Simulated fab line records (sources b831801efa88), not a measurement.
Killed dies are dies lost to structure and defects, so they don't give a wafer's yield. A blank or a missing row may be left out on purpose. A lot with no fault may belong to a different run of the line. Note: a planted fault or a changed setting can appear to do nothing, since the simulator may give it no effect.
Split-lot study ; flow sfq-line ; 23 wafers read across 5 lots, on a route 325 steps long

ABOUT THE SPLIT
At SFQ_TRILAYER_I1_VIA_LITHO_EXPOSE_050 (exposes mask I1, target cd 500 nm), the setting dose-mj was moved away from the recipe's 21.3 on 8 of the 23 wafers read, by +4.0% to +6.1%. For the rest of the wafers, this setting stayed at what the recipe calls for.

FROM THE SPLIT TO THE READING: what the file shows between them, 2 steps
- SFQ_TRILAYER_I1_VIA_LITHO_PEB_052: peb time 60 s
- SFQ_TRILAYER_I1_VIA_LITHO_DEVELOP_051: time 60 s

THE READING
I1.cd-nm (the simulator's own value, which no gauge read), in nm, at SFQ_TRILAYER_I1_VIA_BARC_OPEN_VIA_ETCH_071 (etches BARC in O2, target depth 125 nm, time 41.7 s). There is no usual value for it anywhere in the file. The 15 wafers here that ran the recipe average 499.9 nm, standard deviation 1.7 nm.

wafer;tool, chamber at the split;dose-mj as run;against the recipe;I1.cd-nm, nm;against lot-mates on the recipe
L075.1;krf-scanner-02, 0;22.59;+6.1%;508.6;+11.1
L075.3;krf-scanner-02, 0;22.59;+6.1%;507.1;+9.6
L075.4;krf-scanner-02, 0;21.3;recipe;498;-
L075.5;krf-scanner-02, 0;22.59;+6.1%;505.5;+8.0
L075.6;krf-scanner-02, 0;21.3;recipe;497;-
L076.1;krf-scanner-02, 0;21.3;recipe;499.3;-
L076.2;krf-scanner-02, 0;21.3;recipe;500.8;-
L076.3;krf-scanner-02, 0;21.3;recipe;500;-
L076.5;krf-scanner-02, 0;21.3;recipe;498.1;-
L076.6;krf-scanner-02, 0;21.3;recipe;500.1;-
L077.1;krf-scanner-02, 0;22.58;+6.0%;511.1;+7.7
L077.2;krf-scanner-02, 0;21.3;recipe;504.2;-
L077.3;krf-scanner-02, 0;21.3;recipe;502.6;-
L077.4;krf-scanner-02, 0;22.58;+6.0%;511.9;+8.5
L077.6;krf-scanner-02, 0;22.58;+6.0%;513.6;+10.2
L080.1;krf-scanner-01, 0;21.3;recipe;500.8;-
L080.2;krf-scanner-01, 0;22.15;+4.0%;507.7;+7.6
L080.3;krf-scanner-01, 0;21.3;recipe;500.1;-
L080.5;krf-scanner-01, 0;21.3;recipe;499.4;-
L080.6;krf-scanner-01, 0;22.15;+4.0%;507.3;+7.2
L082.3;krf-scanner-01, 0;21.3;recipe;499.3;-
L082.5;krf-scanner-01, 0;21.3;recipe;499.7;-
L082.6;krf-scanner-01, 0;21.3;recipe;499.7;-

FIT RESULTS
A straight line over all 23 wafers: I1.cd-nm changes by +1.63 nm for each +1% of dose-mj; r = +0.91; the points scatter about the line by 2.1 nm.
The same after taking each lot's own level away (the mean of its wafers on the recipe; 23 wafers): +1.56 nm for each +1%; r = +0.98; scatter 0.95 nm.
The reading moves by 9.4 nm for the largest change in dose-mj, on that fit.
The lots' own levels span 497.50 to 503.40 nm, that is 3.5 times the standard deviation above.
The two slopes are in agreement: the lot-to-lot level therefore moves the slope only a little.
Check: with one of the wafers moved furthest among these (+6.1%) left out of the fit, the line predicts +9.19 nm for it against its lot-mates. It came out at +11.1 nm against them.

THE FILE'S OWN FIT
I1.cd-nm changes by +1.58 nm for each +1% of dose-mj, r = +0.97.
